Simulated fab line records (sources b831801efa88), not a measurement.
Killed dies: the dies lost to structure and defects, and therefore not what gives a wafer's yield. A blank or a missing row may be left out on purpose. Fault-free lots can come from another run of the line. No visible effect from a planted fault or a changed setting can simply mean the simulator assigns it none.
Comparing a struck lot with a sound one ; flow sky130 ; 18 steps out of a route of 708
Sound: the wafers L681.1, L681.5, L681.6. The struck wafers were L690.1, L690.3, L690.5. At the end, the cause is stated.
At each step with rows: each side's tool, then ch and its chambers, then its first start. Under that, the readings that differ: sound wafers ; struck wafers ; difference of the means ; sigmas: that difference in standard deviations of wafers without a fault.
alike: readings with means less than 2 such deviations apart, plus words and numbers identical on both sides. not compared: withheld readings, readings lacking a value on some wafer, bounds such as >300 that could conceal the same value, and numbers that have no deviation in the record and whose values overlap.
A row with sigmas, a row that says differs or no value, or rows on one side alone: a step with any of these is where the two part. Numbers that don't overlap but have no deviation are shown without sigmas and don't part them. Lack of a reading on every wafer of one side parts them only where that side has two or more wafers.

first, 4 steps without rows for these wafers: SKY_PWDE_SOFTBAKE_03; SKY_PWDE_EXPOSE_04 (exposes mask PWDEM, target cd 840 nm); SKY_PWDE_PEB_05; SKY_PWDE_DEVELOP_06 (develop time 60 s).
SKY_PWDE_OVL_MEAS_07:
  sound on overlay-02 at day 4 18:52; struck on overlay-01 at day 7 01:53
  alike: PWDE_OVL
then, 1 step without rows for these wafers: SKY_PWDE_IMPLANT_08.
SKY_PWDE_STRIP_09: strips in O2/N2.
  sound on plasma-asher-03 ch 0,1, day 4 19:04; struck on plasma-asher-04 ch 0,1, day 7 02:04
  alike: drypump-motor-current-A, oes-product-au, strip-time-to-endpoint-s
  not compared: rf-hours-counter-h
SKY_PWDE_TW_MEAS_10:
  sound on film-metro-03 at day 4 19:10; struck on film-metro-03 at day 7 02:10
  alike: PWDE_TW
then, 4 steps without rows for these wafers: SKY_NWELL_DEHYDRATE_03 (time 60 s); SKY_NWELL_HMDS_04 (prime time 60 s); SKY_NWELL_COAT_05 (resist thk 3000 nm); SKY_NWELL_SOFTBAKE_06.
SKY_NWELL_EXPOSE_07: exposes mask NWM, target cd 840 nm.
  sound on iline-stepper-02 ch 0, day 5 04:04; struck on iline-stepper-02 ch 0, day 7 12:18
reading;sound;struck;difference;sigmas
exposure-dose-mJ-cm2;254.65 254.56 254.49;255.29 254.86 255.45;+0.63;+2
model.NWELL.overlay-x-nm (nm);0.4575 0.4575 0.4575;156.4 156.4 156.4;+155.9;
  alike: mask
then, 2 steps without rows for these wafers: SKY_NWELL_PEB_08; SKY_NWELL_DEVELOP_09 (develop time 60 s).
SKY_NWELL_OVL_MEAS_10:
  sound on overlay-02 at day 5 12:49; struck on overlay-02 at day 7 21:49
reading;sound;struck;difference;sigmas
NWELL_00_OVL (nm);1.4 0.9 -0.4;155.6 157.0 156.5;+155.7;+99 or more
then, 1 step without rows for these wafers: SKY_NWELL_IMPLANT_11.
-- the record jumps here: 41 days lie between the struck wafers' starts before and after (it left off in module NWELL and takes up again in module PAD_OPEN, whose first step shown is number 708 of the route) --
SKY_PAD_OPEN_PROBE_99:
  sound on prober-02 at day 46 23:08; struck on prober-02 at day 49 02:29
  no value came back on the struck wafers for any of 5 readings (model.etest.nfet_16v.r-on-ohm-um, model.etest.pfet_16v.r-on-ohm-um and others); on the sound wafers model.etest.nfet_16v.r-on-ohm-um reads 1.423e+04 1.428e+04 1.424e+04
  alike: killed_at_M0_to_M3, killed_at_M4_up, killed-at-contacts, killed-at-front-end, killed-at-other, killed-dies, killed-open, killed-short

WHERE THEY PART
Last at SKY_PAD_OPEN_PROBE_99 as far as this record goes, first at SKY_NWELL_EXPOSE_07.

WHY: what the simulator had put in
Scanner matching overlay: iline-stepper-02, from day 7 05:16 on, at SKY_NWELL_EXPOSE_07. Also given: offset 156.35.
